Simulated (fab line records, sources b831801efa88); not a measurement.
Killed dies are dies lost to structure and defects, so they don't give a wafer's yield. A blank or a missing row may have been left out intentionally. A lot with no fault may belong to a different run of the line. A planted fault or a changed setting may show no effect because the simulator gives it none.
Tool commonality check ; flow gf180mcu ; 45 wafers sampled across 13 lots

REASON IT WAS OPENED
GF_DNWELL_TW_MEAS_09, reading DNWELL_TW: flagged on 2 of 13 lots. No-fault wafers: 1355, standard deviation 11.
Rule: a lot is flagged in two cases, either no wafer of it has a number, or all its wafers with numbers fall more than 4 standard deviations from that mean. The other lots count as sound.

lot;measured;on;DNWELL_TW, wafer by wafer;flag
L239;day 2 19:09;filmMetro-01;1344 1346 1344;
L241;day 3 04:55;filmMetro-04;1366 1350 1352;
L242;day 3 12:04;filmMetro-02;1368 1360 1373;
L243;day 3 16:31;filmMetro-01;1351 1345 1348;
L245;day 4 02:14;filmMetro-02;1362 1366 1357;
L251;day 5 07:19;filmMetro-01;1335 1343 1337;
L252;day 5 18:52;filmMetro-01;1271 1281 1265 1277 1279 1276;FLAGGED
L253;day 5 22:22;filmMetro-01;1275 1267 1268 1264 1271 1273;FLAGGED
L254;day 6 01:18;filmMetro-01;1343 1336 1341;
L255;day 6 08:34;filmMetro-02;1364 1354 1364;
L256;day 6 13:46;filmMetro-01;1352 1344 1346;
L261;day 7 16:09;filmMetro-04;1360 1369 1357;
L262;day 7 19:56;filmMetro-04;1359 1354 1355;
The numbers of the flagged lots are 1272 on average: -83 against the usual, or -8 standard deviations.

EACH LOT AND THE TOOL IT RAN ON
The record keeps 1 process step preceding the reading, out of 602 steps on the route. Cell contents, in order: the tool; ch with the chambers the sampled wafers went through; the start.
lot;flag;GF_DNWELL_IMPLANT_07
L239;;implanter-01 ch 0, day 2 18:54
L241;;implanter-04 ch 0, day 3 04:40
L242;;implanter-04 ch 0, day 3 11:50
L243;;implanter-01 ch 0, day 3 16:16
L245;;implanter-03 ch 0, day 4 02:02
L251;;implanter-01 ch 0, day 5 07:04
L252;FLAGGED;implanter-04 ch 0, day 5 18:38
L253;FLAGGED;implanter-04 ch 0, day 5 22:08
L254;;implanter-01 ch 0, day 6 01:03
L255;;implanter-03 ch 0, day 6 08:20
L256;;implanter-03 ch 0, day 6 13:31
L261;;implanter-01 ch 0, day 7 15:54
L262;;implanter-03 ch 0, day 7 19:44
What the steps here do:
- GF_DNWELL_IMPLANT_07
- GF_DNWELL_TW_MEAS_09

FLAGGED OVER TOTAL, TOOL BY TOOL (the gauges that took the reading come last)
step;tool;lots run;flagged;share of the flagged lots;sound lots run after its first flagged lot
GF_DNWELL_IMPLANT_07;implanter-01;5;0;none;-
GF_DNWELL_IMPLANT_07;implanter-03;4;0;none;-
GF_DNWELL_IMPLANT_07;implanter-04;4;2;all;0
GF_DNWELL_TW_MEAS_09;filmMetro-01;7;2;all;2 (L254,L256)
GF_DNWELL_TW_MEAS_09;filmMetro-02;3;0;none;-
GF_DNWELL_TW_MEAS_09;filmMetro-04;3;0;none;-

WHAT THE TABLE ALLOWS
implanter-04 at GF_DNWELL_IMPLANT_07 and filmMetro-01 at GF_DNWELL_TW_MEAS_09 are the 2 rows of the table that ran each flagged lot.
- implanter-04 at GF_DNWELL_IMPLANT_07 ran 4 lots, 2 of them flagged. It ran its last sound lot, L242, at day 3 11:50 and its first flagged lot, L252, at day 5 18:38: a fault with its onset between the two fits.
- filmMetro-01 at GF_DNWELL_TW_MEAS_09 ran 7 lots, 2 of them flagged. Lots that were sound ran on it after the first flagged one (L254, L256); a persistent fault on the entire tool would not allow that.
What remains is a single tool, implanter-04 at GF_DNWELL_IMPLANT_07.

WHAT THE SIMULATOR HAD INSERTED
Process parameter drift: implanter-04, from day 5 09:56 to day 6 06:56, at GF_DNWELL_IMPLANT_07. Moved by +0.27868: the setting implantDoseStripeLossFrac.
Struck lots among those shown: L252, L253. The rule above found the same.
